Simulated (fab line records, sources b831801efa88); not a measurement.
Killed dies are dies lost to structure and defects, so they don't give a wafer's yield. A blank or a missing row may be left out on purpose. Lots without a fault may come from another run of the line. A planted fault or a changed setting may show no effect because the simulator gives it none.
Which tool did it? | flow gf180mcu | 7 lots, 21 wafers sampled, at 2 steps of a route of 602

WHAT THE GAUGES READ, wafer by wafer
GF_HV_LDD_CD_MEAS_19: target cd 400 nm.
lot  | measured     | on        | cd_nm (nm)
L396 | day 11 02:59 | cd_sem-02 | 402.4 403.0 404.5
L399 | day 12 18:37 | cd_sem-01 | 396.2 400.5 396.9
L402 | day 13 14:40 | cd_sem-01 | 400.7 401.6 403.3
L404 | day 14 08:55 | cd_sem-01 | 397.6 396.6 399.3
L407 | day 14 20:55 | cd_sem-01 | 398.7 399.5 397.6
L412 | day 16 12:19 | cd_sem-01 | 370.4 368.6 401.3
L417 | day 18 01:30 | cd_sem-02 | 400.8 401.5 400.3

WHICH TOOL RAN EACH LOT (tool, then ch and the chambers of the sampled wafers, then the start)
lot  | GF_HV_LDD_DEVELOP_18
L396 | litho_track-01 ch 0, day 11 02:51
L399 | litho_track-01 ch 0, day 12 18:28
L402 | litho_track-04 ch 0, day 13 14:32
L404 | litho_track-04 ch 0, day 14 08:47
L407 | litho_track-04 ch 0, day 14 20:47
L412 | litho_track-02 ch 0, day 16 12:10
L417 | litho_track-04 ch 0, day 18 01:21
- GF_HV_LDD_DEVELOP_18: develop time 60 s.

THE ANSWER, worked out from the rows above alone
Rule: what is usual is taken from the lots themselves. Put in order of their means at a reading, lots are off if they are a third of the lots or fewer, leave a main group of 4 or more, and stand apart from it by a gap of 3 or more times the standard deviation of the main group's means; of several such gaps the widest counts. A main group whose means are all the same, to the digits that the tables above print for the reading, isn't used. A lot without any number at a reading at which 4 lots or more have one is off too. The other lots that the step has rows for count as sound.
Off: L412, at GF_HV_LDD_CD_MEAS_19 (cd_nm). The main group: mean 400.1 nm, standard deviation 2.1.
A tool fits if, at a process step before that reading, it ran every lot that is off, and no sound lot after the first of them. The gauges at GF_HV_LDD_CD_MEAS_19 are tried like those tools. Can't be told from this: 2 tools fit, litho_track-02 at GF_HV_LDD_DEVELOP_18, cd_sem-01 at GF_HV_LDD_CD_MEAS_19.

WHAT THE SIMULATOR HAD PUT IN
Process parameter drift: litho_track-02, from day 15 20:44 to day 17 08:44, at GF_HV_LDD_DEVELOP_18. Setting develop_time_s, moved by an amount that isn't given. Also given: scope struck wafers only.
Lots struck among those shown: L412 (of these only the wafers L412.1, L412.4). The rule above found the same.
